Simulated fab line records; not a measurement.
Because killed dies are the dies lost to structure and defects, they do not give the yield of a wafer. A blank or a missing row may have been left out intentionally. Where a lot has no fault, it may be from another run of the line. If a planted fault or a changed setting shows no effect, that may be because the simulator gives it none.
One fault seen from 2 desks :: flow sky130 :: each desk has only its own numbers; what lay behind them comes last

FROM THE METROLOGY DESK
What the gauges read for every lot (on any tool): the sampled wafers with a number, averaged. Marked OUT: a lot whose mean sits more than 4 standard deviations from the usual mean, which makes it out of limits; the brackets give that distance.
Columns: A = GATE_OXIDE_OXIDATION_00_THK at SKY_GATE_OXIDE_THK_MEAS_02, usual 10.28 nm; B = GATE_OXIDE_OVL at SKY_GATE_OXIDE_OVL_MEAS_10, usual 0.6 nm; C = POLY_GATE_TW at SKY_RES_PROTECT_TW_MEAS_08, usual 4050; D = LDD_N_TW at SKY_LDD_N_TW_MEAS_17, usual 2588
lot: L403
first seen here: day 12 18:53
A: 10.02
B: -0.9
C: 4073
D: 2556

lot: L406
first seen here: day 13 16:49
A: 10.04
B: 1.2
C: 4058
D: 2559

lot: L407
first seen here: day 14 07:40
A: 10.32
B: 1.7
C: 3998
D: 2639

lot: L408
first seen here: day 14 17:37
A: 10.36
B: 0.1
C: 4077
D: 2636

lot: L410
first seen here: day 15 01:31
A: 10.30
B: -1.0
C: 4057
D: 2559

lot: L416
first seen here: day 17 10:26
A: 10.11
B: 2.8
C: 4008
D: 3032 (+15) OUT

lot: L418
first seen here: day 17 15:55
A: 10.32
B: -0.5
C: 4087
D: 3089 (+17) OUT

lot: L419
first seen here: day 18 02:55
A: 10.43
B: 0.8
C: 4023
D: 2615

lot: L422
first seen here: day 19 07:01
A: 10.58
B: -1.1
C: 4079
D: 2562

lot: L424
first seen here: day 19 23:47
A: 9.92
B: -0.7
C: 4043
D: 2558

lot: L426
first seen here: day 20 13:20
A: 10.34
B: 2.1
C: 4074
D: 2564
This desk's result: L416, L418 out of limits, first on L416 (LDD_N_TW at SKY_LDD_N_TW_MEAS_17), day 22 19:23. Within limits: L403, L406, L407, L408, L410, L419, L422, L424, L426.

FOR THE TOOL OWNER'S DESK: implanter-04
The tool's own readings at SKY_LDD_N_IMPLANT_08: means of the sampled wafers that have a number, for each lot that ran on this tool. Marked OUT: a lot whose mean sits more than 4 standard deviations from the usual mean, which makes it out of limits; the brackets give that distance.
Columns: A = beam-on-s at SKY_LDD_N_IMPLANT_08, usual 10.01 s; B = dose-ions-cm2 at SKY_LDD_N_IMPLANT_08, usual 7.499e+13; C = faraday-current-uA at SKY_LDD_N_IMPLANT_08, usual 422
lot: L407
first seen here: day 19 13:53
A: 10.01
B: 7.510e+13
C: 421

lot: L416
first seen here: day 22 18:05
A: 87.70 (+99 or more) OUT
B: 9.338e+14 (+99 or more) OUT
C: 600 (+18) OUT

lot: L418
first seen here: day 23 02:43
A: 86.31 (+99 or more) OUT
B: 9.338e+14 (+99 or more) OUT
C: 612 (+19) OUT
This desk's verdict: out of limits on L416, L418, starting with L416 at day 22 18:05 (beam-on-s at SKY_LDD_N_IMPLANT_08). Within limits: L407.

PUT TOGETHER
The tool owner's desk had the chance to raise an alarm at day 22 18:05 on L416, L418.
An alarm was possible from the metrology desk at day 22 19:23, on L416, L418.
Every lot named ran SKY_LDD_N_IMPLANT_08 on implanter-04.

WHAT HAD BEEN PUT IN BY THE SIMULATOR
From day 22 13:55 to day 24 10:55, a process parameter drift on implanter-04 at SKY_LDD_N_IMPLANT_08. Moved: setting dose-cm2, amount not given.
Shown lots that were struck: L416, L418.
Hours from the fault's start to each desk's first reading out of limits: the tool owner's desk, 4; the metrology desk, 5.
